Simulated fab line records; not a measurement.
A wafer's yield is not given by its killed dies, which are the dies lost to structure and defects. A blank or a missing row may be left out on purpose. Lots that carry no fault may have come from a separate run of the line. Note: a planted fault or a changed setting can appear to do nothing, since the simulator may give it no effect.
fab line records	flow sky130
record: lots: 10	wafers: 30	lastDay: 50
route steps=708 shown POLY_CUT@317 SD_N@351 LI_CONTACT@364 PAD_OPEN@708
lots untouched by any fault: they come from a run of this same line in which no faults occurred
startH: hours from the record's first day to the start of the lot's first wafer shown	waitH: time in hours since the lot's previous step	" the same as in the row above	L1.1+2: a single row standing in for several wafers	- no value, or no start was given	* or withheld: withheld	< > ~ a bound
route shown NAME@n: names a module that has steps shown in the file, with the first one's number in the route	usual: mean/standard deviation taken from wafers without a fault	same: alike in all rows	chamber/n: place in a boat	sites: readings site by site	_std_site: their standard deviation	_edge_site: mean of outer sites minus mean of inner sites	radiusMm: how far each site lies from the wafer's centre	mask NAME#n: copy n	behind: tool/chamber where the wafer was last shaped	hold: the reason the lot was held/the length of the hold in hours/how it ended	device: names the non-switching transistor (n, p or np)	end of line: tests run on the same wafers once the route is complete	step lacking rows: just its recipe	killed: at the first sort, the dies lost to defects and structure; wafer yield is something else	map: a wafer's dies, marking killed ones x, the rest . and places with no die _
set.NAME: the run value of the setting; set.NAME@STEP: its run value at that earlier step	model.NAME: the simulator's own value behind a step, which no gauge read
steps of the route over a sample of lots; a table a step, a row a wafer
services: the hour from which a tool's chamber was out of use, counted from the record's first day as startH (under 0 if before that day), plus the number of hours and why
== steps ==
step: SKY_POLY_CUT_ETCH_10
recipe: chemistry: N2/H2	target: BARC	ionEnergyEv: 200	sourceW: 500	biasW: 100	pressureMtorr: 30	n2FlowSccm: 100	h2FlowSccm: 200	stopOn: SiO2	timeS: 45.9	targetDepthA: 600
usual: drypumpMotorCurrentA: 5.98/0.29	oesProductAu: 0.854/0.0052	throttleValvePct: 13.224/0.01
lot.wafer	tool	chamber	startH	waitH	drypumpMotorCurrentA	oesProductAu	rfHoursCounterH	throttleValvePct
L591.1	rieDiel-04	1	582.91	0.0	6.38	0.850	76	13.213
L591.4	"	0	"	"	5.45	0.848	4	13.233
L591.5	"	2	"	"	6.28	0.855	-	13.220
L592.1	rieDiel-04	0	587.26	0.0	5.46	0.858	4	13.206
L592.2	"	2	"	"	6.27	0.844	64	13.239
L592.4	"	0	"	"	5.42	0.851	-	13.235
L595.3	rieDiel-03	1	617.23	0.0	5.68	0.856	1	13.218
L595.4	"	0	"	"	6.19	0.861	3	13.225
L595.5	"	2	"	"	5.69	0.848	-	13.214
L596.3	rieDiel-02	3	626.41	0.0	6.21	0.857	10	13.230
L596.5	"	3	"	"	6.18	0.858	-	13.234
L596.6	"	2	"	"	6.29	0.862	-	13.220
L603.1	rieDiel-03	3	683.11	0.0	5.40	0.856	1	13.200
L603.2	"	2	"	"	5.70	0.852	16	13.219
L603.6	"	2	"	"	5.70	0.854	-	13.226
L604.4	rieDiel-04	2	692.78	0.0	6.27	0.852	1	13.219
L604.5	"	0	"	"	5.48	0.853	-	13.233
L604.6	"	1	"	"	6.37	0.855	-	13.237
L606.2	rieDiel-02	1	713.57	0.0	5.94	0.847	4	13.234
L606.3	"	2	"	"	6.25	0.854	2	13.226
L606.5	"	2	"	"	6.27	0.855	-	13.230
L609.1	rieDiel-03	0	726.77	0.0	6.17	0.849	4	13.236
L609.3	"	2	"	"	5.67	0.856	17	13.230
L609.6	"	0	"	"	6.16	0.849	-	13.222
L610.1	rieDiel-02	3	734.36	0.0	6.18	0.861	13	13.233
L610.3	"	2	"	"	6.24	0.851	3	13.221
L610.5	"	1	"	"	6.04	0.854	-	13.219
L611.1	rieDiel-02	3	747.91	0.0	6.17	0.854	13	13.224
L611.2	"	1	"	"	5.95	0.857	5	13.217
L611.6	"	2	"	"	6.25	0.861	-	13.208
step: SKY_POLY_CUT_STRIP_12
recipe: chemistry: O2/N2	powerW: 1400	pressureMtorr: 1500	platenTempC: withheld	o2FlowSccm: 3000	n2FlowSccm: 300	overashFraction: 0.5
usual: drypumpMotorCurrentA: 5.5/0.48	oesProductAu: 0.453/0.0046	stripTimeToEndpointS: 5.353/0.016
lot.wafer	tool	chamber	startH	waitH	drypumpMotorCurrentA	oesProductAu	rfHoursCounterH	stripTimeToEndpointS
L591.1	plasmaAsher-01	0	582.99	0.0	6.2	0.454	90	5.387
L591.4	"	1	"	"	6.0	0.447	-	5.360
L591.5	"	1	"	"	6.0	0.449	-	5.347
L592.1	plasmaAsher-04	1	587.34	0.0	5.0	0.446	47	5.354
L592.2	"	0	"	"	5.4	0.448	47	5.338
L592.4	"	0	"	"	5.5	0.448	-	5.351
L595.3	plasmaAsher-04	1	617.35	0.1	4.9	0.457	-	5.333
L595.4	"	0	"	"	5.4	0.451	-	5.337
L595.5	"	1	"	"	5.0	0.462	-	5.332
L596.3	plasmaAsher-03	1	626.52	0.1	5.3	0.451	-	5.354
L596.5	"	1	"	"	5.3	0.452	-	5.381
L596.6	"	0	"	"	5.1	0.457	-	5.367
L603.1	plasmaAsher-03	0	683.19	0.0	5.1	0.447	23	5.344
L603.2	"	1	"	"	5.3	0.446	23	5.365
L603.6	"	1	"	"	5.3	0.455	-	5.359
L604.4	plasmaAsher-03	1	692.90	0.1	5.3	0.454	-	5.342
L604.5	"	1	"	"	5.3	0.454	-	5.364
L604.6	"	0	"	"	5.1	0.453	-	5.378
L606.2	plasmaAsher-03	0	713.65	0.0	5.1	0.454	26	5.349
L606.3	"	0	"	"	5.1	0.458	-	5.369
L606.5	"	0	"	"	5.1	0.455	-	5.356
L609.1	plasmaAsher-01	0	726.85	0.0	6.2	0.447	105	5.352
L609.3	"	1	"	"	6.0	0.459	-	5.357
L609.6	"	1	"	"	6.0	0.456	-	5.350
L610.1	plasmaAsher-03	0	734.44	0.0	5.1	0.456	28	5.321
L610.3	"	0	"	"	5.1	0.445	-	5.333
L610.5	"	1	"	"	5.3	0.454	-	5.349
L611.1	plasmaAsher-03	1	747.99	0.0	5.3	0.452	29	5.366
L611.2	"	0	"	"	5.1	0.456	29	5.358
L611.6	"	0	"	"	5.0	0.448	-	5.362
step: SKY_SD_N_IMPLANT_09
recipe: species: As	energyKev: 50	doseCm2: 4e+15	tiltDeg: 0
usual: beamEnergyKeV: 50.004/0.017	beamOnS: 20.3/0.52	doseIonsCm2: 4e+15/4.3e+12	faradayCurrentUA: 10825/270
lot.wafer	tool	chamber	startH	waitH	beamEnergyKeV	beamOnS	doseIonsCm2	faradayCurrentUA
L591.1	implanter-03	0	669.72	0.0	50.007	21.2	3.999e+15	10403
L591.4	"	0	"	"	50.026	20.5	3.995e+15	10673
L591.5	"	0	"	"	50.027	20.4	4.002e+15	10802
L592.1	implanter-03	0	672.31	0.0	50.027	21.4	4.004e+15	10260
L592.2	"	0	"	"	50.016	20.2	4.002e+15	10871
L592.4	"	0	"	"	50.038	20.4	4.002e+15	10743
L595.3	implanter-03	0	702.12	0.1	50.014	20.6	3.999e+15	10641
L595.4	"	0	"	"	49.996	20.6	3.996e+15	10669
L595.5	"	0	"	"	50.008	20.8	3.99e+15	10564
L596.3	implanter-01	0	709.92	0.1	49.976	20.2	4.004e+15	10861
L596.5	"	0	"	"	49.982	20.0	4.005e+15	10988
L596.6	"	0	"	"	49.977	20.4	3.996e+15	10772
L603.1	implanter-01	0	766.67	0.0	49.985	27.9	5.608e+15	11035
L603.2	"	0	"	"	49.969	27.8	5.604e+15	11134
L603.6	"	0	"	"	49.995	27.5	5.605e+15	11231
L604.4	implanter-01	0	776.35	0.1	49.984	28.5	5.611e+15	10859
L604.5	"	0	"	"	49.975	27.6	5.612e+15	11191
L604.6	"	0	"	"	49.999	28.0	5.616e+15	11029
L606.2	implanter-01	0	795.15	0.0	50.007	27.7	5.6e+15	11120
L606.3	"	0	"	"	49.995	28.2	5.597e+15	10982
L606.5	"	0	"	"	49.998	28.6	5.607e+15	10753
L609.1	implanter-03	0	811.97	0.0	50.007	20.1	3.995e+15	10890
L609.3	"	0	"	"	50.006	20.3	3.997e+15	10767
L609.6	"	0	"	"	50.011	20.8	4.001e+15	10589
L610.1	implanter-03	0	814.89	0.0	49.986	20.4	3.996e+15	10757
L610.3	"	0	"	"	49.993	21.5	4.006e+15	10210
L610.5	"	0	"	"	49.999	21.0	3.997e+15	10463
L611.1	implanter-02	0	825.92	0.0	49.990	19.8	4e+15	11077
L611.2	"	0	"	"	50.022	20.0	3.989e+15	10948
L611.6	"	0	"	"	50.018	19.7	4.001e+15	11183
step: SKY_SD_N_STRIP_11
recipe: chemistry: O2/N2	powerW: 1400	pressureMtorr: 1500	platenTempC: withheld	o2FlowSccm: 3000	n2FlowSccm: 300	overashFraction: 0.5
usual: drypumpMotorCurrentA: 5.09/0.22	oesProductAu: 0.528/0.0044	stripTimeToEndpointS: 22.56/0.046
lot.wafer	tool	chamber	startH	waitH	drypumpMotorCurrentA	oesProductAu	rfHoursCounterH	stripTimeToEndpointS
L591.1	plasmaAsher-02	1	670.02	0.1	5.03	0.527	87	22.59
L591.4	"	0	"	"	4.78	0.533	-	22.58
L591.5	"	0	"	"	4.77	0.521	-	22.62
L592.1	plasmaAsher-03	0	672.61	0.1	5.11	0.523	22	22.53
L592.2	"	1	"	"	5.32	0.533	22	22.48
L592.4	"	1	"	"	5.31	0.533	-	22.54
L595.3	plasmaAsher-03	1	702.41	0.1	5.30	0.522	-	22.64
L595.4	"	0	"	"	5.11	0.532	-	22.61
L595.5	"	0	"	"	5.13	0.522	-	22.58
L596.3	plasmaAsher-02	0	710.21	0.1	4.76	0.532	-	22.59
L596.5	"	0	"	"	4.79	0.531	-	22.53
L596.6	"	1	"	"	5.03	0.530	-	22.56
L603.1	plasmaAsher-03	1	766.97	0.1	5.32	0.523	31	23.51
L603.2	"	0	"	"	5.12	0.514	31	23.53
L603.6	"	0	"	"	5.09	0.516	-	23.55
L604.4	plasmaAsher-02	0	776.61	0.1	4.78	0.518	-	23.56
L604.5	"	1	"	"	5.02	0.517	-	23.54
L604.6	"	0	"	"	4.78	0.515	-	23.56
L606.2	plasmaAsher-02	0	795.42	0.1	4.78	0.514	100	23.42
L606.3	"	1	"	"	5.03	0.520	-	23.44
L606.5	"	0	"	"	4.76	0.514	-	23.46
L609.1	plasmaAsher-03	0	812.27	0.1	5.07	0.531	36	22.58
L609.3	"	1	"	"	5.33	0.528	-	22.56
L609.6	"	1	"	"	5.33	0.534	-	22.57
L610.1	plasmaAsher-04	0	815.19	0.1	5.46	0.525	69	22.57
L610.3	"	1	"	"	4.95	0.535	-	22.60
L610.5	"	1	"	"	4.93	0.528	-	22.57
L611.1	plasmaAsher-04	1	826.22	0.1	4.95	0.534	70	22.51
L611.2	"	0	"	"	5.45	0.527	70	22.52
L611.6	"	0	"	"	5.45	0.518	-	22.54
step: SKY_SD_N_RS_MEAS_16
recipe: thkMeasGauge: four-point-probe
usual: SD_N_RS: 68.51/0.11
lot.wafer	tool	chamber	startH	waitH	SD_N_RS[ohm/sq]
L591.1	filmMetro-03	-	670.41	0.1	68.61
L591.4	"	-	"	"	68.47
L591.5	"	-	"	"	68.45
L592.1	filmMetro-01	-	672.99	0.1	68.47
L592.2	"	-	"	"	68.49
L592.4	"	-	"	"	68.56
L595.3	filmMetro-01	-	702.80	0.1	68.44
L595.4	"	-	"	"	68.51
L595.5	"	-	"	"	68.53
L596.3	filmMetro-03	-	710.65	0.1	68.37
L596.5	"	-	"	"	68.62
L596.6	"	-	"	"	68.52
L603.1	filmMetro-01	-	767.36	0.1	65.90
L603.2	"	-	"	"	66.01
L603.6	"	-	"	"	65.89
L604.4	filmMetro-01	-	777.02	0.1	66.21
L604.5	"	-	"	"	65.97
L604.6	"	-	"	"	66.00
L606.2	filmMetro-04	-	795.83	0.1	66.18
L606.3	"	-	"	"	65.97
L606.5	"	-	"	"	66.01
L609.1	filmMetro-03	-	812.66	0.1	68.38
L609.3	"	-	"	"	68.59
L609.6	"	-	"	"	68.54
L610.1	filmMetro-01	-	815.58	0.1	68.33
L610.3	"	-	"	"	68.33
L610.5	"	-	"	"	68.52
L611.1	filmMetro-04	-	826.61	0.1	68.64
L611.2	"	-	"	"	68.49
L611.6	"	-	"	"	68.66
step: SKY_LI_CONTACT_CMP_02
recipe: material: PSG	downForcePsi: 4	platenRpm: 60	padVelocityMS: 0.94248
usual: headPressurePsi: 4.000/0.009	motorCurrentA: 11.8/1.2	timeToEndpointS: 35.9/2.7
lot.wafer	tool	chamber	startH	waitH	headPressurePsi	motorCurrentA	timeToEndpointS
L591.1	cmp-01	3	670.96	0.1	3.997	13.1	31.5
L591.4	"	1	"	"	3.998	13.0	38.1
L591.5	"	0	"	"	3.993	9.8	36.0
L592.2	cmp-01	2	673.58	0.1	4.002	10.9	35.3
L592.4	"	3	"	"	3.991	14.0	32.8
L592.1	"	0	"	"	3.992	10.3	35.2
L595.3	cmp-01	0	703.30	0.0	4.005	10.1	35.3
L595.4	"	1	"	"	4.016	12.8	36.7
L595.5	"	0	"	"	4.004	10.3	33.6
L596.3	cmp-02	2	711.20	0.1	4.001	13.1	40.2
L596.6	"	1	"	"	4.005	11.9	37.1
L596.5	"	2	"	"	4.013	12.9	38.2
L603.1	cmp-01	3	767.95	0.1	4.001	13.3	35.5
L603.2	"	0	"	"	3.996	11.1	36.4
L603.6	"	3	"	"	3.992	14.0	34.3
L604.4	cmp-02	2	777.60	0.1	4.009	12.1	34.3
L604.6	"	0	"	"	3.998	10.0	33.5
L604.5	"	1	"	"	4.005	11.8	33.0
L606.2	cmp-01	1	796.35	0.0	3.998	12.9	41.2
L606.3	"	0	"	"	3.993	10.6	35.3
L606.5	"	1	"	"	3.991	12.5	36.9
L609.3	cmp-02	3	813.30	0.1	4.005	11.8	40.7
L609.1	"	0	"	"	3.999	10.8	39.5
L609.6	"	1	"	"	3.989	11.1	37.6
L610.1	cmp-01	3	816.22	0.1	4.002	13.5	39.6
L610.3	"	0	"	"	3.998	10.4	37.7
L610.5	"	1	"	"	3.994	13.4	38.6
L611.1	cmp-01	1	827.15	0.1	3.998	13.1	36.2
L611.2	"	3	"	"	4.016	13.5	32.8
L611.6	"	2	"	"	3.987	11.4	34.8
step: SKY_PAD_OPEN_PROBE_99
usual: killed_at_M0_to_M3: 43/7.1	killed_at_M4_up: 3/1.7	killedAtContacts: 25/5.6	killedAtFrontEnd: 16/4.1	killedAtOther: 0.2/0.49	killedDies: 87/9.8	killedOnRim: 17/3.8	killedOpen: 47/7.6	killedShort: 40/6.1
same: grossDies: 492	killedAtBackSide: 0
lot.wafer	tool	chamber	startH	waitH	killed_at_M0_to_M3	killed_at_M4_up	killedAtContacts	killedAtFrontEnd	killedAtOther	killedDies	killedOnRim	killedOpen	killedShort
L591.1	prober-02	-	1091.47	0.1	38	1	23	11	0	73	11	41	32
L591.4	prober-02	-	1091.62	0.2	30	2	36	14	2	84	13	48	36
L591.5	prober-02	-	1091.67	0.2	47	3	22	10	0	82	16	37	45
L592.1	prober-01	-	1093.19	0.1	43	3	21	22	2	91	21	48	43
L592.2	prober-01	-	1093.24	0.1	45	0	32	15	0	92	19	51	41
L592.4	prober-01	-	1093.34	0.2	41	1	27	15	0	84	21	48	36
L603.1	prober-01	-	1159.42	0.1	29	1	28	14	0	72	14	36	36
L603.2	prober-01	-	1159.47	0.1	54	1	30	9	0	94	20	47	47
L603.6	prober-01	-	1159.67	0.2	55	1	24	20	0	100	15	45	55
L604.4	prober-02	-	1167.69	0.2	35	1	22	13	0	71	11	35	36
L604.5	prober-02	-	1167.74	0.2	27	5	21	19	0	72	17	37	35
L604.6	prober-02	-	1167.79	0.2	46	2	24	15	0	87	13	50	37
L606.2	prober-02	-	1178.86	0.1	46	7	22	11	0	86	17	55	31
L606.3	prober-02	-	1178.91	0.2	46	5	23	16	0	90	17	45	45
L606.5	prober-02	-	1179.01	0.2	43	2	24	15	0	84	16	41	43
L609.1	prober-01	-	1190.22	0.1	39	1	22	20	0	82	14	41	41
L609.3	prober-01	-	1190.32	0.2	41	5	26	16	0	88	18	45	43
L609.6	prober-01	-	1190.47	0.2	41	4	27	18	0	90	16	53	37
L610.1	prober-02	-	1191.99	0.1	41	3	25	16	0	85	21	55	30
L610.3	prober-02	-	1192.09	0.2	41	1	20	18	0	80	19	44	36
L610.5	prober-02	-	1192.19	0.2	40	1	29	15	0	85	15	49	36
L611.1	prober-01	-	1198.16	0.1	44	2	28	19	0	93	17	41	52
L611.2	prober-01	-	1198.21	0.1	45	1	29	19	0	94	22	50	44
L611.6	prober-01	-	1198.41	0.2	40	3	29	14	0	86	18	55	31
killed by level:class
L591.1 LI_CONTACT:geometricParticle:open=8 VIA3:geometricParticle:open=8 CONTACT:geometricParticle:open=6 CONTACT:geometricParticle:short=5 VIA1:geometricParticle:short=5 VIA1:geometricParticle:open=5 VIA2:geometricParticle:open=4 FIELD_ISO:geometricParticle:short=3
L591.4 CONTACT:geometricParticle:open=13 VIA3:geometricParticle:open=10 LI_CONTACT:geometricParticle:open=8 CONTACT:geometricParticle:short=6 VIA1:geometricParticle:open=6 LOCAL_INTERCONNECT:geometricParticle:short=5 FIELD_ISO:geometricParticle:short=3 FIELD_ISO:geometricParticle:open=3
L591.5 VIA1:geometricParticle:open=11 CONTACT:geometricParticle:open=7 METAL3:geometricParticle:short=7 VIA3:geometricParticle:open=6 LI_CONTACT:geometricParticle:open=5 VIA1:geometricParticle:short=5 VIA2:geometricParticle:open=5 FIELD_ISO:geometricParticle:short=4
L592.1 VIA2:geometricParticle:open=11 POLY_GATE:geometricParticle:open=8 VIA3:geometricParticle:open=6 POLY_GATE:geometricParticle:short=6 CONTACT:geometricParticle:open=6 VIA1:geometricParticle:open=6 VIA2:geometricParticle:short=6 METAL1:geometricParticle:short=5
L592.2 LI_CONTACT:geometricParticle:open=10 VIA1:geometricParticle:open=10 VIA2:geometricParticle:short=8 CONTACT:geometricParticle:open=7 VIA1:geometricParticle:short=6 CONTACT:geometricParticle:short=5 VIA2:geometricParticle:open=5 FIELD_ISO:geometricParticle:open=4
L592.4 CONTACT:geometricParticle:open=13 VIA2:geometricParticle:open=8 VIA3:geometricParticle:short=7 LI_CONTACT:geometricParticle:open=6 POLY_GATE:geometricParticle:short=6 METAL1:geometricParticle:short=6 VIA1:geometricParticle:open=5 METAL1:geometricParticle:open=4
L603.1 LI_CONTACT:geometricParticle:open=10 LOCAL_INTERCONNECT:geometricParticle:short=6 CONTACT:geometricParticle:short=6 POLY_GATE:geometricParticle:short=5 VIA2:geometricParticle:open=5 CONTACT:geometricParticle:open=5 VIA2:geometricParticle:short=5 VIA3:geometricParticle:open=4
L603.2 METAL1:geometricParticle:short=13 CONTACT:geometricParticle:open=12 LI_CONTACT:geometricParticle:open=7 VIA1:geometricParticle:short=7 CONTACT:geometricParticle:short=6 VIA2:geometricParticle:open=6 VIA1:geometricParticle:open=6 METAL2:geometricParticle:short=5
L603.6 VIA1:geometricParticle:open=13 CONTACT:geometricParticle:short=10 METAL1:geometricParticle:short=10 POLY_GATE:geometricParticle:short=9 VIA2:geometricParticle:open=9 VIA1:geometricParticle:short=8 CONTACT:geometricParticle:open=7 METAL2:geometricParticle:short=6
L604.4 LI_CONTACT:geometricParticle:open=7 VIA2:geometricParticle:open=6 VIA1:geometricParticle:open=6 FIELD_ISO:geometricParticle:open=5 LOCAL_INTERCONNECT:geometricParticle:short=5 CONTACT:geometricParticle:short=5 VIA3:geometricParticle:open=5 FIELD_ISO:geometricParticle:short=4
L604.5 CONTACT:geometricParticle:open=8 VIA3:geometricParticle:open=5 FIELD_ISO:geometricParticle:short=4 FIELD_ISO:geometricParticle:open=4 POLY_GATE:geometricParticle:open=4 LI_CONTACT:geometricParticle:open=4 LOCAL_INTERCONNECT:geometricParticle:short=4 METAL1:geometricParticle:short=4
L604.6 LI_CONTACT:geometricParticle:open=9 CONTACT:geometricParticle:open=9 VIA1:geometricParticle:open=8 VIA2:geometricParticle:open=7 VIA3:geometricParticle:open=7 METAL1:geometricParticle:short=6 FIELD_ISO:geometricParticle:short=5 METAL2:geometricParticle:short=5
L606.2 VIA1:geometricParticle:open=10 CONTACT:geometricParticle:open=10 VIA2:geometricParticle:open=9 LI_CONTACT:geometricParticle:open=7 METAL1:geometricParticle:short=6 VIA3:geometricParticle:open=6 METAL4:geometricParticle:short=5 METAL3:geometricParticle:short=4
L606.3 VIA1:geometricParticle:open=13 METAL2:geometricParticle:short=7 LI_CONTACT:geometricParticle:open=6 LOCAL_INTERCONNECT:geometricParticle:short=6 POLY_GATE:geometricParticle:short=5 METAL1:geometricParticle:short=5 VIA3:geometricParticle:open=5 CONTACT:geometricParticle:open=4
L606.5 VIA1:geometricParticle:open=13 CONTACT:geometricParticle:open=9 CONTACT:geometricParticle:short=7 VIA1:geometricParticle:short=7 VIA2:geometricParticle:short=6 FIELD_ISO:geometricParticle:open=5 LI_CONTACT:geometricParticle:open=5 METAL2:geometricParticle:short=5
L609.1 METAL1:geometricParticle:short=10 CONTACT:geometricParticle:open=9 VIA1:geometricParticle:open=8 CONTACT:geometricParticle:short=6 SPACER:geometricParticle:short=5 VIA1:geometricParticle:short=5 VIA3:geometricParticle:open=5 FIELD_ISO:geometricParticle:open=4
L609.3 VIA1:geometricParticle:open=12 CONTACT:geometricParticle:open=10 VIA3:geometricParticle:short=8 LI_CONTACT:geometricParticle:open=7 CONTACT:geometricParticle:short=6 METAL1:geometricParticle:short=5 METAL4:geometricParticle:short=5 VIA3:geometricParticle:open=5
L609.6 VIA1:geometricParticle:open=17 CONTACT:geometricParticle:open=12 LOCAL_INTERCONNECT:geometricParticle:short=8 VIA2:geometricParticle:open=8 FIELD_ISO:geometricParticle:short=7 LI_CONTACT:geometricParticle:open=5 FIELD_ISO:geometricParticle:open=4 METAL3:geometricParticle:short=4
L610.1 CONTACT:geometricParticle:open=15 VIA1:geometricParticle:short=8 VIA1:geometricParticle:open=8 FIELD_ISO:geometricParticle:open=5 LI_CONTACT:geometricParticle:open=5 POLY_GATE:geometricParticle:open=4 VIA2:geometricParticle:short=4 METAL3:geometricParticle:open=4
L610.3 LI_CONTACT:geometricParticle:open=8 VIA1:geometricParticle:open=8 METAL2:geometricParticle:short=7 VIA3:geometricParticle:open=6 VIA2:geometricParticle:open=5 FIELD_ISO:geometricParticle:open=4 METAL1:geometricParticle:short=4 FIELD_ISO:geometricParticle:short=3
L610.5 VIA1:geometricParticle:open=12 CONTACT:geometricParticle:open=10 LI_CONTACT:geometricParticle:open=9 VIA2:geometricParticle:open=7 CONTACT:geometricParticle:short=5 VIA3:geometricParticle:short=4 POLY_GATE:geometricParticle:short=4 LOCAL_INTERCONNECT:geometricParticle:short=4
L611.1 CONTACT:geometricParticle:short=11 CONTACT:geometricParticle:open=8 VIA3:geometricParticle:open=7 VIA2:geometricParticle:open=7 FIELD_ISO:geometricParticle:short=6 VIA1:geometricParticle:short=6 VIA2:geometricParticle:short=5 VIA3:geometricParticle:short=5
L611.2 CONTACT:geometricParticle:open=12 VIA1:geometricParticle:open=11 VIA2:geometricParticle:short=7 FIELD_ISO:geometricParticle:short=6 CONTACT:geometricParticle:short=6 METAL2:geometricParticle:short=6 METAL1:geometricParticle:short=5 VIA3:geometricParticle:open=5
L611.6 LI_CONTACT:geometricParticle:open=14 VIA1:geometricParticle:open=8 VIA2:geometricParticle:open=8 VIA3:geometricParticle:open=7 CONTACT:geometricParticle:open=6 FIELD_ISO:geometricParticle:short=4 POLY_GATE:geometricParticle:short=4 METAL2:geometricParticle:short=4
== services ==
tool	chamber	startH	hours	kind
cmp-01	-	569.81	0.3	repair
cmp-01	-	572.00	4.0	pm
cmp-01	-	581.10	13.8	pm
implanter-03	-	590.04	0.6	repair
plasmaAsher-02	-	638.98	1.7	repair
plasmaAsher-02	-	642.88	3.0	repair
cmp-01	-	651.22	2.4	repair
implanter-01	-	655.41	5.3	repair
plasmaAsher-03	-	665.71	0.6	repair
plasmaAsher-03	-	666.26	2.8	pm
plasmaAsher-03	-	670.87	1.4	repair
cmp-01	-	677.80	4.7	repair
implanter-01	-	700.36	3.6	repair
cmp-01	-	707.84	0.8	repair
implanter-01	-	741.91	1.9	repair
rieDiel-02	3	750.44	2.4	repair
rieDiel-02	3	759.89	5.4	repair
plasmaAsher-04	-	761.79	11.5	repair
cmp-01	-	773.26	1.7	repair
implanter-01	-	780.30	4.9	repair
rieDiel-02	-	801.11	1.2	repair
implanter-03	-	805.39	3.8	pm
implanter-03	-	818.05	13.5	repair
cmp-01	-	822.94	3.6	pm
== key ==
firstSign: step: SKY_SD_N_IMPLANT_09	reading: doseIonsCm2	direction: up	sigmas: 99+	usual: *	struck: *
effect: step: SKY_SD_N_IMPLANT_09	reading: beamOnS	direction: up	sigmas: 15	usual: 20.3	struck: 28.0
effect: step: SKY_SD_N_STRIP_11	reading: stripTimeToEndpointS	direction: up	sigmas: 21	usual: *	struck: *
effect: step: SKY_SD_N_RS_MEAS_16	reading: SD_N_RS	direction: down	sigmas: 23	usual: 68.51	struck: 66.02
metAt SKY_SD_N_IMPLANT_09
struckLots L603,L604,L606
testerLeftOut L603,L604,L606
notActingAt SKY_POLY_CUT_ETCH_10,SKY_POLY_CUT_STRIP_12,SKY_LI_CONTACT_CMP_02
onsetBetween 709.92 766.67
fault: kind: processParameterDrift	tool: implanter-01	chamber: -	onsetH: 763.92	steps: SKY_SD_N_IMPLANT_09	channel: doseCm2	offset: *	shape: step	endH: 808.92	actsIn: *	stated: *
testerLeftOut: of these lots the tester's yield and bins aren't shown, on N5 and GAA mostly nor the transistor test; their killed dies are dies lost to structure and defects alone, not to doping, threshold or leakage, so they don't give the yield
